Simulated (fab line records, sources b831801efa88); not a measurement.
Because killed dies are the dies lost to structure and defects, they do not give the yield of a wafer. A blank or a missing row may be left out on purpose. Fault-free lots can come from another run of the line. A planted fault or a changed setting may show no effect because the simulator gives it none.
Chamber matching | flow gf180mcu | 4 sister chambers for GF_CONTACT_ETCH_16 on rieDiel-04
The step etches BARC in N2/H2. 4 wafers are shown with their chamber, then 11 later ones without.

## WAFERS PAIRED WITH THEIR CHAMBERS
wafer  | chamber | h2FlowSccm (sccm)
L086.1 | 2       | 200.3
L091.3 | 0       | 200.3
L091.4 | 1       | 198.8
L092.3 | 3       | 199.8

## WAFERS WITHOUT THEIR CHAMBER
wafer  | h2FlowSccm (sccm)
L092.4 | 200.5
L092.6 | 200.2
L093.1 | 200.1
L093.3 | 200.5
L093.4 | 200.1
L096.2 | 199.2
L096.3 | 199.8
L096.6 | 200.4
L097.3 | 199.8
L097.5 | 200.2
L097.6 | 199.7

## EACH ONE'S CHAMBER
wafer  | from the rows above          | in truth
L092.4 | can't be placed: 0 or 2      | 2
L092.6 | can't be placed: 0 or 2 or 3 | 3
L093.1 | can't be placed: 0 or 2 or 3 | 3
L093.3 | can't be placed: 0 or 2      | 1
L093.4 | can't be placed: 0 or 2 or 3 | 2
L096.2 | can't be placed: 1 or 3      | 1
L096.3 | 3                            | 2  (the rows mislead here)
L096.6 | can't be placed: 0 or 2      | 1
L097.3 | 3                            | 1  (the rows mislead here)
L097.5 | can't be placed: 0 or 2 or 3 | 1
L097.6 | 3                            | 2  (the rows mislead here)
Placed correctly: 0 of 11. Not placeable from these rows: 8 (in 5, the candidates include the true chamber). Wrongly placed: 3.
How it was worked out, from the rows above alone: a wafer's distance from a chamber is the root of the sum, over the readings, of the square of ((its reading less the chamber's mean) divided by the reading's scatter). If the next closest chamber is less than 2 further off than the closest, the wafer can't be placed; otherwise it belongs to the closest. The mean given for a chamber averages the wafers shown for that chamber. The scatter (one wafer shown for each chamber): square how far every hidden wafer sits from the nearest shown wafer, average those squares and take the square root.
